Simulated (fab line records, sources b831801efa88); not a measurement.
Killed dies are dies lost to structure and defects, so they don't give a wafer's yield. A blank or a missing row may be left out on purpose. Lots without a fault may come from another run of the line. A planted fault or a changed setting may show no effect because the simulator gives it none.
Which tool did it? | flow gf180mcu | 6 lots, 18 wafers sampled, at 4 steps of a route of 602

WHAT THE GAUGES READ, wafer by wafer
GF_V3_THK_MEAS_01.
lot  | measured     | on            | V3_CVD_00_THK (nm)
L999 | day 21 23:50 | film_metro-03 | 602 599 599
L102 | day 23 08:30 | film_metro-03 | 600 609 603
L105 | day 24 04:11 | film_metro-03 | 607 609 616
L107 | day 24 22:49 | film_metro-03 | 622 610 617
L109 | day 25 15:42 | film_metro-03 | 604 611 606
L119 | day 28 14:44 | film_metro-02 | 300 596 297

WHICH TOOL RAN EACH LOT (tool, then ch and the chambers of the sampled wafers, then the start)
lot  | GF_V1_CVD_23                  | GF_M3_SPUTTER_04             | GF_V3_CVD_00
L999 | cvd_w-01 ch 0,1, day 18 16:30 | pvd_sputter-03, day 20 22:41 | hdpcvd-02 ch 0,1,2, day 21 23:44
L102 | cvd_w-01 ch 1, day 20 04:09   | pvd_sputter-01, day 22 08:23 | hdpcvd-01 ch 0,1,2, day 23 08:25
L105 | cvd_w-01 ch 0,1, day 21 02:49 | pvd_sputter-02, day 23 05:05 | hdpcvd-02 ch 0,1,2, day 24 04:07
L107 | cvd_w-02 ch 0,1, day 21 22:17 | pvd_sputter-02, day 23 23:25 | hdpcvd-02 ch 0,2, day 24 22:45
L109 | cvd_w-02 ch 0,1, day 22 15:34 | pvd_sputter-02, day 24 16:50 | hdpcvd-02 ch 0,1, day 25 15:35
L119 | cvd_w-02 ch 0,1, day 25 20:43 | pvd_sputter-03, day 27 17:41 | hdpcvd-02 ch 0,1, day 28 14:39
- GF_V1_CVD_23: deposits W, target thk 350 nm, time 105.05 s.
- GF_M3_SPUTTER_04: material TiN, target thk 50 nm, time 41.7 s.
- GF_V3_CVD_00: deposits SiO2, target thk 600 nm, time 100 s.

THE ANSWER, worked out from the rows above alone
Rule: what is usual is taken from the lots themselves. Put in order of their means at a reading, lots are off if they are a third of the lots or fewer, leave a main group of 4 or more, and stand apart from it by a gap of 3 or more times the standard deviation of the main group's means; of several such gaps the widest counts. A main group whose means are all the same, to the digits that the tables above print for the reading, isn't used. A lot without any number at a reading at which 4 lots or more have one is off too. The other lots that the step has rows for count as sound.
Off: L119, at GF_V3_THK_MEAS_01 (V3_CVD_00_THK). The main group: mean 608 nm, standard deviation 5.6.
A tool fits if, at a process step before that reading, it ran every lot that is off, and no sound lot after the first of them. The gauges at GF_V3_THK_MEAS_01 are tried like those tools. Can't be told from this: 4 tools fit, cvd_w-02 at GF_V1_CVD_23, pvd_sputter-03 at GF_M3_SPUTTER_04, hdpcvd-02 at GF_V3_CVD_00, film_metro-02 at GF_V3_THK_MEAS_01.

WHAT THE SIMULATOR HAD PUT IN
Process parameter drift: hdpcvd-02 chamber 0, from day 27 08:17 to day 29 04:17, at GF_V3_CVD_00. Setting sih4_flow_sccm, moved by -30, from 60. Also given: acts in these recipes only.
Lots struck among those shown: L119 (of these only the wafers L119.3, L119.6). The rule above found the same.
